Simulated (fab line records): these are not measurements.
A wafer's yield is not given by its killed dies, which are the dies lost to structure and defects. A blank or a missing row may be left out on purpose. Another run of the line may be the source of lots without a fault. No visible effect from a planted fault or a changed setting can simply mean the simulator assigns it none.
fab line records | flow sky130
record: lots: 24 | wafers: 72 | lastDay: 50
route steps=708 shown SPACER@305 SD_P@331 METAL1@436 CAP2M@607 PAD_OPEN@707
lots untouched by any fault: they come from a run of this same line in which no faults occurred
startH: hours from the record's first day to the start of the lot's first wafer shown | waitH: time in hours since the lot's previous step | " same as the row above | L1.1+2: one row covering several wafers at once | - no value present, or no start provided | * or withheld: withheld | < > ~ a bound
route shown NAME@n: NAME is a module with steps in the file, n the number in the route of the first one | usual: mean/standard deviation taken from wafers without a fault | same: alike in all rows | chamber/n: place in a boat | sites: each site's reading | _std_site: standard deviation across them | _edge_site: mean of outer sites minus mean of inner sites | radiusMm: how far each site lies from the wafer's centre | mask NAME#n: copy n | behind: the last tool/chamber to shape the wafer | hold: why the lot went on hold/how many hours it stayed there/how the hold came to an end | device: the n, p or np transistor that did not switch | end of line: the same wafers' tests at the end of the route | a step with no rows: only its recipe | killed: dies lost to structure and defects at the first sort, not the wafer's yield | map: the dies of a wafer, with x for killed, . for not killed, _ for no die there
set.NAME: the setting that was run; set.NAME@STEP: the one run at that earlier step | model.NAME: the simulator's own value behind a step, which no gauge read
steps of the route over a sample of lots; a table a step, a row a wafer
services: from which hour (startH, from the record's first day; less than 0 if before it) a tool's chamber was out of use, for how many hours, and why
== steps ==
step: SKY_SPACER_THK_MEAS_01
recipe: reads: Si3N4_of_SPACER_CVD_00
usual: SPACER_CVD_00_THK: 43.0/0.36
lot.wafer | tool         | chamber | startH | waitH | SPACER_CVD_00_THK[nm]
L074.3    | filmMetro-03 | -       | 535.45 | 0.0   | 43.1
L074.4    | "            | -       | "      | "     | 42.8
L074.6    | "            | -       | "      | "     | 42.9
L076.3    | filmMetro-03 | -       | 548.26 | 0.0   | 43.3
L076.4    | "            | -       | "      | "     | 43.4
L076.6    | "            | -       | "      | "     | 43.2
L077.1    | filmMetro-03 | -       | 553.13 | 0.0   | 42.4
L077.4    | "            | -       | "      | "     | 42.7
L077.5    | "            | -       | "      | "     | 42.6
L075.1    | filmMetro-02 | -       | 554.33 | 0.0   | 43.0
L075.2    | "            | -       | "      | "     | 43.0
L075.4    | "            | -       | "      | "     | 42.4
L078.2    | filmMetro-04 | -       | 554.34 | 0.0   | 42.9
L078.5    | "            | -       | "      | "     | 43.2
L078.6    | "            | -       | "      | "     | 43.2
L079.1    | filmMetro-03 | -       | 575.61 | 0.0   | 42.3
L079.2    | "            | -       | "      | "     | 42.7
L079.6    | "            | -       | "      | "     | 42.6
L080.3    | filmMetro-04 | -       | 583.67 | 0.0   | 43.4
L080.4    | "            | -       | "      | "     | 43.4
L080.6    | "            | -       | "      | "     | 43.0
L081.1    | filmMetro-04 | -       | 587.26 | 0.0   | 43.2
L081.3    | "            | -       | "      | "     | 43.0
L081.5    | "            | -       | "      | "     | 43.0
L082.1    | filmMetro-02 | -       | 595.79 | 0.0   | 43.0
L082.3    | "            | -       | "      | "     | 42.8
L082.5    | "            | -       | "      | "     | 43.0
L083.1    | filmMetro-04 | -       | 598.35 | 0.0   | 43.4
L083.3    | "            | -       | "      | "     | 43.1
L083.5    | "            | -       | "      | "     | 43.3
L084.1    | filmMetro-03 | -       | 607.43 | 0.0   | 43.0
L084.2    | "            | -       | "      | "     | 42.9
L084.6    | "            | -       | "      | "     | 42.9
L085.2    | filmMetro-02 | -       | 613.85 | 0.0   | 42.8
L085.3    | "            | -       | "      | "     | 43.0
L085.5    | "            | -       | "      | "     | 42.4
L086.1    | filmMetro-03 | -       | 622.84 | 0.0   | 42.7
L086.5    | "            | -       | "      | "     | 42.6
L086.6    | "            | -       | "      | "     | 43.1
L087.3    | filmMetro-03 | -       | 628.15 | 0.0   | 43.1
L087.4    | "            | -       | "      | "     | 43.3
L087.6    | "            | -       | "      | "     | 42.9
L088.1    | filmMetro-04 | -       | 634.85 | 0.0   | 42.8
L088.4    | "            | -       | "      | "     | 42.7
L088.6    | "            | -       | "      | "     | 42.8
L089.1    | filmMetro-04 | -       | 650.36 | 0.0   | 42.8
L089.5    | "            | -       | "      | "     | 42.7
L089.6    | "            | -       | "      | "     | 42.5
L090.1    | filmMetro-02 | -       | 655.78 | 0.0   | 43.0
L090.3    | "            | -       | "      | "     | 42.9
L090.6    | "            | -       | "      | "     | 43.0
L091.3    | filmMetro-02 | -       | 666.31 | 0.0   | 43.0
L091.4    | "            | -       | "      | "     | 43.1
L091.6    | "            | -       | "      | "     | 43.7
L092.1    | filmMetro-02 | -       | 674.74 | 0.0   | 43.0
L092.4    | "            | -       | "      | "     | 42.9
L092.5    | "            | -       | "      | "     | 42.9
L093.2    | filmMetro-04 | -       | 678.36 | 0.0   | 43.0
L093.5    | "            | -       | "      | "     | 43.5
L093.6    | "            | -       | "      | "     | 43.3
L094.1    | filmMetro-02 | -       | 699.46 | 0.0   | 43.4
L094.2    | "            | -       | "      | "     | 43.7
L094.6    | "            | -       | "      | "     | 43.4
L095.1    | filmMetro-03 | -       | 717.19 | 0.0   | 42.6
L095.4    | "            | -       | "      | "     | 42.8
L095.6    | "            | -       | "      | "     | 42.8
L096.2    | filmMetro-03 | -       | 719.76 | 0.0   | 43.9
L096.5    | "            | -       | "      | "     | 43.7
L096.6    | "            | -       | "      | "     | 44.0
L097.3    | filmMetro-04 | -       | 719.77 | 0.0   | 43.5
L097.5    | "            | -       | "      | "     | 43.8
L097.6    | "            | -       | "      | "     | 43.6
step: SKY_SD_P_TW_MEAS_11
usual: SD_P_TW: 2862/14
lot.wafer | tool         | chamber | startH | waitH | SD_P_TW
L074.3    | filmMetro-03 | -       | 596.01 | 0.1   | 2872
L074.4    | "            | -       | "      | "     | 2872
L074.6    | "            | -       | "      | "     | 2874
L076.3    | filmMetro-01 | -       | 608.60 | 0.1   | 2895
L076.4    | "            | -       | "      | "     | 2871
L076.6    | "            | -       | "      | "     | 2848
L077.1    | filmMetro-03 | -       | 612.08 | 0.1   | 2868
L077.4    | "            | -       | "      | "     | 2848
L077.5    | "            | -       | "      | "     | 2848
L075.1    | filmMetro-04 | -       | 612.98 | 0.1   | 2848
L075.2    | "            | -       | "      | "     | 2852
L075.4    | "            | -       | "      | "     | 2842
L078.2    | filmMetro-03 | -       | 613.40 | 0.1   | 2848
L078.5    | "            | -       | "      | "     | 2845
L078.6    | "            | -       | "      | "     | 2846
L079.1    | filmMetro-04 | -       | 635.62 | 0.1   | 2864
L079.2    | "            | -       | "      | "     | 2842
L079.6    | "            | -       | "      | "     | 2862
L080.3    | filmMetro-04 | -       | 642.61 | 0.1   | 2872
L080.4    | "            | -       | "      | "     | 2857
L080.6    | "            | -       | "      | "     | 2840
L081.1    | filmMetro-04 | -       | 645.83 | 0.1   | 2849
L081.3    | "            | -       | "      | "     | 2877
L081.5    | "            | -       | "      | "     | 2883
L082.1    | filmMetro-04 | -       | 653.69 | 0.1   | 2845
L082.3    | "            | -       | "      | "     | 2852
L082.5    | "            | -       | "      | "     | 2843
L083.1    | filmMetro-03 | -       | 657.73 | 0.1   | 2853
L083.3    | "            | -       | "      | "     | 2846
L083.5    | "            | -       | "      | "     | 2864
L084.1    | filmMetro-03 | -       | 664.24 | 0.1   | 2859
L084.2    | "            | -       | "      | "     | 2853
L084.6    | "            | -       | "      | "     | 2844
L085.2    | filmMetro-03 | -       | 671.60 | 0.1   | 2854
L085.3    | "            | -       | "      | "     | 2843
L085.5    | "            | -       | "      | "     | 2850
L086.1    | filmMetro-01 | -       | 679.74 | 0.1   | 2868
L086.5    | "            | -       | "      | "     | 2869
L086.6    | "            | -       | "      | "     | 2878
L087.3    | filmMetro-04 | -       | 685.36 | 0.1   | 2866
L087.4    | "            | -       | "      | "     | 2849
L087.6    | "            | -       | "      | "     | 2850
L088.1    | filmMetro-01 | -       | 690.73 | 0.1   | 2869
L088.4    | "            | -       | "      | "     | 2877
L088.6    | "            | -       | "      | "     | 2858
L089.1    | filmMetro-03 | -       | 706.84 | 0.1   | 2857
L089.5    | "            | -       | "      | "     | 2894
L089.6    | "            | -       | "      | "     | 2862
L090.1    | filmMetro-03 | -       | 710.99 | 0.1   | 2891
L090.3    | "            | -       | "      | "     | 2888
L090.6    | "            | -       | "      | "     | 2874
L091.3    | filmMetro-04 | -       | 721.60 | 0.1   | 2865
L091.4    | "            | -       | "      | "     | 2871
L091.6    | "            | -       | "      | "     | 2876
L092.1    | filmMetro-01 | -       | 730.19 | 0.1   | 2870
L092.4    | "            | -       | "      | "     | 2861
L092.5    | "            | -       | "      | "     | 2883
L093.2    | filmMetro-01 | -       | 734.04 | 0.1   | 2870
L093.5    | "            | -       | "      | "     | 2872
L093.6    | "            | -       | "      | "     | 2875
L094.1    | filmMetro-03 | -       | 754.34 | 0.1   | 2872
L094.2    | "            | -       | "      | "     | 2877
L094.6    | "            | -       | "      | "     | 2875
L095.1    | filmMetro-01 | -       | 770.58 | 0.1   | 2852
L095.4    | "            | -       | "      | "     | 2875
L095.6    | "            | -       | "      | "     | 2868
L097.3    | filmMetro-03 | -       | 772.76 | 0.1   | 2877
L097.5    | "            | -       | "      | "     | 2884
L097.6    | "            | -       | "      | "     | 2883
L096.2    | filmMetro-04 | -       | 773.35 | 0.1   | 2836
L096.5    | "            | -       | "      | "     | 2842
L096.6    | "            | -       | "      | "     | 2837
step: SKY_METAL1_SPUTTER_02
recipe: material: AlCu | targetThkNm: 250 | powerW: 10600 | timeS: 13.3 | chamberPressurePa: 0.4
usual: throttleValvePct: 30.0/1.1
lot.wafer | tool          | chamber | startH | waitH | throttleValvePct
L074.3    | pvdSputter-02 | -       | 741.41 | 0.0   | 29.2
L074.4    | "             | -       | "      | "     | 31.5
L074.6    | "             | -       | "      | "     | 28.8
L076.3    | pvdSputter-03 | -       | 754.31 | 0.0   | 28.9
L076.4    | "             | -       | "      | "     | 31.3
L076.6    | "             | -       | "      | "     | 31.1
L077.1    | pvdSputter-03 | -       | 756.52 | 0.0   | 30.8
L077.4    | "             | -       | "      | "     | 31.0
L077.5    | "             | -       | "      | "     | 31.2
L075.1    | pvdSputter-04 | -       | 759.06 | 0.0   | 31.0
L075.2    | "             | -       | "      | "     | 30.7
L075.4    | "             | -       | "      | "     | 29.5
L078.2    | pvdSputter-02 | -       | 760.22 | 0.0   | 29.0
L078.5    | "             | -       | "      | "     | 28.8
L078.6    | "             | -       | "      | "     | 31.6
L079.1    | pvdSputter-04 | -       | 779.31 | 0.0   | 30.9
L079.2    | "             | -       | "      | "     | 31.3
L079.6    | "             | -       | "      | "     | 30.8
L080.3    | pvdSputter-04 | -       | 786.27 | 0.0   | 29.6
L080.4    | "             | -       | "      | "     | 31.0
L080.6    | "             | -       | "      | "     | 29.3
L081.1    | pvdSputter-04 | -       | 789.18 | 0.0   | 29.3
L081.3    | "             | -       | "      | "     | 30.6
L081.5    | "             | -       | "      | "     | 30.8
L082.1    | pvdSputter-02 | -       | 795.38 | 0.0   | 29.0
L082.3    | "             | -       | "      | "     | 31.5
L082.5    | "             | -       | "      | "     | 29.0
L083.1    | pvdSputter-02 | -       | 798.94 | 0.0   | 28.9
L083.3    | "             | -       | "      | "     | 31.7
L083.5    | "             | -       | "      | "     | 28.9
L084.1    | pvdSputter-03 | -       | 805.22 | 0.0   | 28.6
L084.2    | "             | -       | "      | "     | 29.2
L084.6    | "             | -       | "      | "     | 29.4
L085.2    | pvdSputter-04 | -       | 813.06 | 0.0   | 30.9
L085.3    | "             | -       | "      | "     | 30.9
L085.5    | "             | -       | "      | "     | 30.9
L086.1    | pvdSputter-02 | -       | 821.81 | 0.0   | 31.7
L086.5    | "             | -       | "      | "     | 31.7
L086.6    | "             | -       | "      | "     | 29.0
L087.3    | pvdSputter-04 | -       | 824.52 | 0.0   | 30.8
L087.4    | "             | -       | "      | "     | 30.9
L087.6    | "             | -       | "      | "     | 30.9
L088.1    | pvdSputter-03 | -       | 829.57 | 0.0   | 30.9
L088.4    | "             | -       | "      | "     | 29.6
L088.6    | "             | -       | "      | "     | 28.4
L089.1    | pvdSputter-03 | -       | 846.06 | 0.0   | 31.0
L089.5    | "             | -       | "      | "     | 29.7
L089.6    | "             | -       | "      | "     | 28.7
L090.1    | pvdSputter-03 | -       | 849.34 | 0.0   | 28.7
L090.3    | "             | -       | "      | "     | 31.1
L090.6    | "             | -       | "      | "     | 30.7
L091.3    | pvdSputter-04 | -       | 859.35 | 0.0   | 31.1
L091.4    | "             | -       | "      | "     | 29.6
L091.6    | "             | -       | "      | "     | 30.5
L092.1    | pvdSputter-02 | -       | 867.22 | 0.0   | 29.2
L092.4    | "             | -       | "      | "     | 28.8
L092.5    | "             | -       | "      | "     | 28.9
L093.2    | pvdSputter-02 | -       | 872.18 | 0.0   | 31.6
L093.5    | "             | -       | "      | "     | 31.5
L093.6    | "             | -       | "      | "     | 29.2
L094.1    | pvdSputter-03 | -       | 889.95 | 0.0   | 29.4
L094.2    | "             | -       | "      | "     | 30.7
L094.6    | "             | -       | "      | "     | 31.4
L095.1    | pvdSputter-02 | -       | 904.48 | 0.0   | 29.1
L095.4    | "             | -       | "      | "     | 31.8
L095.6    | "             | -       | "      | "     | 29.1
L097.3    | pvdSputter-02 | -       | 907.45 | 0.0   | 31.4
L097.5    | "             | -       | "      | "     | 28.6
L097.6    | "             | -       | "      | "     | 29.0
L096.2    | pvdSputter-04 | -       | 909.06 | 0.0   | 29.6
L096.5    | "             | -       | "      | "     | 30.5
L096.6    | "             | -       | "      | "     | 30.9
step: SKY_METAL1_RS_MEAS_05
recipe: thkMeasGauge: four-point-probe | reads: TiN_of_METAL1_SPUTTER_04+Ti_of_METAL1_SPUTTER_03+AlCu_of_METAL1_SPUTTER_02+TiN_of_METAL1_SPUTTER_01+Ti_of_METAL1_SPUTTER_00
usual: METAL1_ALCU_RS: 0.1271/0.0014
lot.wafer | tool         | chamber | startH | waitH | METAL1_ALCU_RS[ohm/sq]
L074.3    | filmMetro-04 | -       | 741.54 | 0.1   | 0.1261
L074.4    | "            | -       | "      | "     | 0.1273
L074.6    | "            | -       | "      | "     | 0.1259
L076.3    | filmMetro-02 | -       | 754.45 | 0.1   | 0.1257
L076.4    | "            | -       | "      | "     | 0.1254
L076.6    | "            | -       | "      | "     | 0.1254
L077.1    | filmMetro-02 | -       | 756.61 | 0.0   | 0.1279
L077.4    | "            | -       | "      | "     | 0.1282
L077.5    | "            | -       | "      | "     | 0.1268
L075.1    | filmMetro-03 | -       | 759.16 | 0.0   | 0.1284
L075.2    | "            | -       | "      | "     | 0.1302
L075.4    | "            | -       | "      | "     | 0.1297
L078.2    | filmMetro-04 | -       | 760.33 | 0.0   | 0.1268
L078.5    | "            | -       | "      | "     | 0.1268
L078.6    | "            | -       | "      | "     | 0.1260
L079.1    | filmMetro-02 | -       | 779.40 | 0.0   | 0.1249
L079.2    | "            | -       | "      | "     | 0.1237
L079.6    | "            | -       | "      | "     | 0.1240
L080.3    | filmMetro-03 | -       | 786.41 | 0.1   | 0.1303
L080.4    | "            | -       | "      | "     | 0.1297
L080.6    | "            | -       | "      | "     | 0.1281
L081.1    | filmMetro-04 | -       | 789.27 | 0.0   | 0.1285
L081.3    | "            | -       | "      | "     | 0.1297
L081.5    | "            | -       | "      | "     | 0.1271
L082.1    | filmMetro-02 | -       | 795.47 | 0.0   | 0.1264
L082.3    | "            | -       | "      | "     | 0.1271
L082.5    | "            | -       | "      | "     | 0.1271
L083.1    | filmMetro-03 | -       | 799.03 | 0.0   | 0.1269
L083.3    | "            | -       | "      | "     | 0.1269
L083.5    | "            | -       | "      | "     | 0.1266
L084.1    | filmMetro-02 | -       | 805.31 | 0.0   | 0.1272
L084.2    | "            | -       | "      | "     | 0.1276
L084.6    | "            | -       | "      | "     | 0.1286
L085.2    | filmMetro-03 | -       | 813.17 | 0.0   | 0.1247
L085.3    | "            | -       | "      | "     | 0.1276
L085.5    | "            | -       | "      | "     | 0.1259
L086.1    | filmMetro-03 | -       | 821.90 | 0.0   | 0.1260
L086.5    | "            | -       | "      | "     | 0.1274
L086.6    | "            | -       | "      | "     | 0.1272
L087.3    | filmMetro-03 | -       | 824.65 | 0.1   | 0.1278
L087.4    | "            | -       | "      | "     | 0.1277
L087.6    | "            | -       | "      | "     | 0.1277
L088.1    | filmMetro-02 | -       | 829.66 | 0.0   | 0.1300
L088.4    | "            | -       | "      | "     | 0.1298
L088.6    | "            | -       | "      | "     | 0.1287
L089.1    | filmMetro-04 | -       | 846.15 | 0.0   | 0.1277
L089.5    | "            | -       | "      | "     | 0.1268
L089.6    | "            | -       | "      | "     | 0.1277
L090.1    | filmMetro-03 | -       | 849.43 | 0.0   | 0.1269
L090.3    | "            | -       | "      | "     | 0.1270
L090.6    | "            | -       | "      | "     | 0.1277
L091.3    | filmMetro-02 | -       | 859.48 | 0.1   | 0.1243
L091.4    | "            | -       | "      | "     | 0.1252
L091.6    | "            | -       | "      | "     | 0.1252
L092.1    | filmMetro-02 | -       | 867.31 | 0.0   | 0.1279
L092.4    | "            | -       | "      | "     | 0.1283
L092.5    | "            | -       | "      | "     | 0.1275
L093.2    | filmMetro-02 | -       | 872.29 | 0.0   | 0.1265
L093.5    | "            | -       | "      | "     | 0.1265
L093.6    | "            | -       | "      | "     | 0.1270
L094.1    | filmMetro-03 | -       | 890.04 | 0.0   | 0.1274
L094.2    | "            | -       | "      | "     | 0.1277
L094.6    | "            | -       | "      | "     | 0.1266
L095.1    | filmMetro-04 | -       | 904.57 | 0.0   | 0.1275
L095.4    | "            | -       | "      | "     | 0.1277
L095.6    | "            | -       | "      | "     | 0.1268
L097.3    | filmMetro-03 | -       | 907.58 | 0.1   | 0.1261
L097.5    | "            | -       | "      | "     | 0.1248
L097.6    | "            | -       | "      | "     | 0.1259
L096.2    | filmMetro-03 | -       | 909.17 | 0.0   | 0.1259
L096.5    | "            | -       | "      | "     | 0.1283
L096.6    | "            | -       | "      | "     | 0.1266
step: SKY_CAP2M_THK_MEAS_04
recipe: thkMeasGauge: xrf | reads: TiN_of_CAP2M_SPUTTER_02
usual: CAP2M_TIN_THK: 198.9/3
lot.wafer | tool         | chamber | startH  | waitH | CAP2M_TIN_THK[nm]
L074.3    | filmMetro-01 | -       | 932.92  | 0.1   | 201.8
L074.4    | "            | -       | "       | "     | 203.4
L074.6    | "            | -       | "       | "     | 199.8
L076.3    | filmMetro-02 | -       | 943.62  | 0.1   | 202.9
L076.4    | "            | -       | "       | "     | 203.5
L076.6    | "            | -       | "       | "     | 203.9
L077.1    | filmMetro-03 | -       | 946.06  | 0.1   | 198.7
L077.4    | "            | -       | "       | "     | 200.0
L077.5    | "            | -       | "       | "     | 198.4
L075.1    | filmMetro-03 | -       | 948.59  | 0.1   | 195.1
L075.2    | "            | -       | "       | "     | 194.2
L075.4    | "            | -       | "       | "     | 197.2
L078.2    | filmMetro-02 | -       | 949.32  | 0.1   | 202.3
L078.5    | "            | -       | "       | "     | 201.3
L078.6    | "            | -       | "       | "     | 199.7
L079.1    | filmMetro-01 | -       | 966.22  | 0.1   | 202.2
L079.2    | "            | -       | "       | "     | 200.9
L079.6    | "            | -       | "       | "     | 201.3
L080.3    | filmMetro-02 | -       | 973.44  | 0.1   | 202.1
L080.4    | "            | -       | "       | "     | 198.5
L080.6    | "            | -       | "       | "     | 202.9
L081.1    | filmMetro-01 | -       | 975.86  | 0.1   | 198.2
L081.3    | "            | -       | "       | "     | 196.5
L081.5    | "            | -       | "       | "     | 198.3
L082.1    | filmMetro-02 | -       | 980.35  | 0.1   | 203.3
L082.3    | "            | -       | "       | "     | 202.0
L082.5    | "            | -       | "       | "     | 204.1
L083.1    | filmMetro-01 | -       | 983.80  | 0.1   | 196.7
L083.3    | "            | -       | "       | "     | 196.6
L083.5    | "            | -       | "       | "     | 198.5
L084.1    | filmMetro-03 | -       | 991.16  | 0.1   | 198.8
L084.2    | "            | -       | "       | "     | 199.4
L084.6    | "            | -       | "       | "     | 201.6
L085.2    | filmMetro-01 | -       | 997.62  | 0.1   | 196.0
L085.3    | "            | -       | "       | "     | 196.9
L085.5    | "            | -       | "       | "     | 197.9
L086.1    | filmMetro-03 | -       | 1006.39 | 0.1   | 197.2
L086.5    | "            | -       | "       | "     | 195.2
L086.6    | "            | -       | "       | "     | 196.1
L087.3    | filmMetro-02 | -       | 1007.50 | 0.1   | 198.1
L087.4    | "            | -       | "       | "     | 201.1
L087.6    | "            | -       | "       | "     | 199.7
L088.1    | filmMetro-03 | -       | 1011.84 | 0.1   | 199.4
L088.4    | "            | -       | "       | "     | 200.1
L088.6    | "            | -       | "       | "     | 200.9
L089.1    | filmMetro-03 | -       | 1027.72 | 0.1   | 192.4
L089.5    | "            | -       | "       | "     | 193.6
L089.6    | "            | -       | "       | "     | 191.9
L090.1    | filmMetro-03 | -       | 1031.05 | 0.1   | 198.1
L090.3    | "            | -       | "       | "     | 195.3
L090.6    | "            | -       | "       | "     | 197.5
L091.3    | filmMetro-02 | -       | 1039.48 | 0.1   | 201.8
L091.4    | "            | -       | "       | "     | 200.6
L091.6    | "            | -       | "       | "     | 199.7
L092.1    | filmMetro-03 | -       | 1044.22 | 0.1   | 197.3
L092.4    | "            | -       | "       | "     | 195.5
L092.5    | "            | -       | "       | "     | 197.2
L093.2    | filmMetro-03 | -       | 1049.05 | 0.1   | 199.5
L093.5    | "            | -       | "       | "     | 197.2
L093.6    | "            | -       | "       | "     | 197.8
L094.1    | filmMetro-01 | -       | 1063.77 | 0.1   | 198.1
L094.2    | "            | -       | "       | "     | 199.1
L094.6    | "            | -       | "       | "     | 197.5
L095.1    | filmMetro-01 | -       | 1080.14 | 0.1   | 200.2
L095.4    | "            | -       | "       | "     | 199.6
L095.6    | "            | -       | "       | "     | 199.7
L097.3    | filmMetro-03 | -       | 1080.64 | 0.1   | 194.7
L097.5    | "            | -       | "       | "     | 194.2
L097.6    | "            | -       | "       | "     | 194.2
L096.2    | filmMetro-02 | -       | 1080.98 | 0.1   | 200.4
L096.5    | "            | -       | "       | "     | 204.6
L096.6    | "            | -       | "       | "     | 203.4
step: SKY_PAD_OPEN_BOW_MEAS_13
recipe: mode: bow
usual: PAD_OPEN_BOW: 48/8.5
lot.wafer | tool         | chamber | startH  | waitH | PAD_OPEN_BOW[um]
L074.3    | filmMetro-03 | -       | 1076.62 | -     | 53
L074.4    | "            | -       | "       | "     | 60
L074.6    | "            | -       | "       | "     | 66
L076.3    | filmMetro-01 | -       | 1086.79 | -     | 43
L076.4    | "            | -       | "       | "     | 50
L076.6    | "            | -       | "       | "     | 57
L077.1    | filmMetro-01 | -       | 1087.09 | -     | 42
L077.4    | "            | -       | "       | "     | 53
L077.5    | "            | -       | "       | "     | 40
L075.1    | filmMetro-03 | -       | 1088.25 | -     | 40
L075.2    | "            | -       | "       | "     | 55
L075.4    | "            | -       | "       | "     | 47
L078.2    | filmMetro-02 | -       | 1089.50 | -     | 37
L078.5    | "            | -       | "       | "     | 28
L078.6    | "            | -       | "       | "     | 31
L079.1    | filmMetro-03 | -       | 1105.51 | -     | 52
L079.2    | "            | -       | "       | "     | 61
L079.6    | "            | -       | "       | "     | 63
L080.3    | filmMetro-01 | -       | 1109.62 | -     | 48
L080.4    | "            | -       | "       | "     | 48
L080.6    | "            | -       | "       | "     | 39
L081.1    | filmMetro-03 | -       | 1112.48 | -     | 42
L081.3    | "            | -       | "       | "     | 37
L081.5    | "            | -       | "       | "     | 55
L082.1    | filmMetro-01 | -       | 1117.83 | -     | 52
L082.3    | "            | -       | "       | "     | 55
L082.5    | "            | -       | "       | "     | 55
L083.1    | filmMetro-03 | -       | 1120.48 | -     | 37
L083.3    | "            | -       | "       | "     | 36
L083.5    | "            | -       | "       | "     | 53
L084.1    | filmMetro-03 | -       | 1125.68 | -     | 45
L084.2    | "            | -       | "       | "     | 35
L084.6    | "            | -       | "       | "     | 45
L085.2    | filmMetro-01 | -       | 1131.21 | -     | 66
L085.3    | "            | -       | "       | "     | 63
L085.5    | "            | -       | "       | "     | 60
L086.1    | filmMetro-01 | -       | 1140.01 | -     | 42
L086.5    | "            | -       | "       | "     | 36
L086.6    | "            | -       | "       | "     | 44
L087.3    | filmMetro-03 | -       | 1140.09 | -     | 42
L087.4    | "            | -       | "       | "     | 49
L087.6    | "            | -       | "       | "     | 33
L088.1    | filmMetro-01 | -       | 1143.44 | -     | 51
L088.4    | "            | -       | "       | "     | 48
L088.6    | "            | -       | "       | "     | 45
L089.1    | filmMetro-01 | -       | 1157.36 | -     | 57
L089.5    | "            | -       | "       | "     | 50
L089.6    | "            | -       | "       | "     | 46
L090.1    | filmMetro-03 | -       | 1158.86 | -     | 44
L090.3    | "            | -       | "       | "     | 58
L090.6    | "            | -       | "       | "     | 54
L091.3    | filmMetro-03 | -       | 1165.38 | -     | 35
L091.4    | "            | -       | "       | "     | 60
L091.6    | "            | -       | "       | "     | 62
L092.1    | filmMetro-01 | -       | 1167.59 | -     | 41
L092.4    | "            | -       | "       | "     | 48
L092.5    | "            | -       | "       | "     | 47
L093.2    | filmMetro-02 | -       | 1171.59 | -     | 44
L093.5    | "            | -       | "       | "     | 42
L093.6    | "            | -       | "       | "     | 39
L094.1    | filmMetro-02 | -       | 1182.88 | -     | 40
L094.2    | "            | -       | "       | "     | 47
L094.6    | "            | -       | "       | "     | 45
L095.1    | filmMetro-01 | -       | 1194.03 | -     | 53
L095.4    | "            | -       | "       | "     | 43
L095.6    | "            | -       | "       | "     | 59
L097.3    | filmMetro-02 | -       | 1195.37 | -     | 58
L097.5    | "            | -       | "       | "     | 50
L097.6    | "            | -       | "       | "     | 45
L096.2    | filmMetro-02 | -       | 1195.86 | -     | 49
L096.5    | "            | -       | "       | "     | 69
L096.6    | "            | -       | "       | "     | 56
== services ==
tool          | chamber | startH | hours | kind
pvdSputter-04 | 3       | 735.86 | -     | consumableReplace:kit
pvdSputter-04 | 3       | 735.86 | 18.0  | scheduledDown
pvdSputter-04 | 3       | 735.86 | 18.0  | ventCycle
pvdSputter-03 | 1       | 754.41 | -     | consumableReplace:kit
pvdSputter-03 | 1       | 754.41 | 18.0  | scheduledDown
pvdSputter-03 | 1       | 754.41 | 18.0  | ventCycle
pvdSputter-03 | -       | 862.52 | 24.1  | repair
pvdSputter-02 | 3       | 870.05 | -     | consumableReplace:kit
pvdSputter-02 | 3       | 870.05 | 18.0  | scheduledDown
pvdSputter-02 | 3       | 870.05 | 18.0  | ventCycle
== key ==
fault none
